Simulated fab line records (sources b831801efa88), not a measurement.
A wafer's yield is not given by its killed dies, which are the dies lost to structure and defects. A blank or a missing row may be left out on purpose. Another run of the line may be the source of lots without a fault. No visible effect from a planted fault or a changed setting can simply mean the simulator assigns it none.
Comparing a struck lot with a sound one    flow gf180mcu    11 steps out of a route of 602
Sound: the wafers L130.1, L130.4, L130.5. Wafers L127.2, L127.4, L127.6 were the ones struck. The cause is named last.
For every step that has rows: the tool of each side, followed by ch and its chambers, followed by its first start. Under that, the readings that differ: sound wafers    struck wafers    difference of the means    sigmas: that difference in standard deviations of wafers without a fault.
alike: readings with means less than 2 such deviations apart, plus words and numbers identical on both sides. not compared: withheld readings, readings lacking a value on some wafer, bounds such as >300 that could conceal the same value, and numbers that have no deviation in the record and whose values overlap.
Wherever a step has rows on one side only, a row that says differs or no value, or a row with sigmas, the two part there. When numbers do not overlap yet have no deviation, they are printed without sigmas and do not part them. Lack of a reading on every wafer of one side parts them only where that side has two or more wafers.

GF_STI_BOW_MEAS_00:
  sound on film_metro-02 at day 5 04:00; struck on film_metro-04 at day 4 13:01
  alike: INCOMING_BOW
then, 1 step without rows for these wafers: GF_STI_OXIDATION_01 (stabilise 600 s, purge 300 s, target thk 10 nm).
GF_STI_THK_MEAS_02:
  sound on film_metro-02 at day 5 05:31; struck on film_metro-04 at day 4 15:51
  alike: STI_OXIDATION_THK
then, 1 step without rows for these wafers: GF_STI_CVD_03 (deposits Si3N4 from DCS/NH3, target thk 207.16 nm, time 3551 s).
GF_STI_THK_MEAS_04:
  sound on film_metro-02 at day 5 07:34; struck on film_metro-03 at day 4 17:54
  alike: STI_CVD_03_THK
then, 4 steps without rows for these wafers: GF_STI_DEHYDRATE_05 (time 60 s); GF_STI_HMDS_06 (prime time 60 s); GF_STI_COAT_07 (resist thk 700 nm); GF_STI_SOFTBAKE_08 (time 60 s).
GF_STI_EXPOSE_09: exposes mask COMP, target cd 220 nm.
  sound on krf_scanner-01 ch 0, day 5 14:53; struck on krf_scanner-02, day 5 01:11
  no value came back on the struck wafers for exposure_dose_mJ_cm2, focus_offset_nm (nm); on the sound wafers exposure_dose_mJ_cm2 reads 27.963 27.962 27.917
  alike: mask
then, 1 step without rows for these wafers: GF_STI_PEB_10 (peb time 90 s).

WHERE THEY PART
Within this record, at GF_STI_EXPOSE_09 only.

WHY: the cause the simulator had injected
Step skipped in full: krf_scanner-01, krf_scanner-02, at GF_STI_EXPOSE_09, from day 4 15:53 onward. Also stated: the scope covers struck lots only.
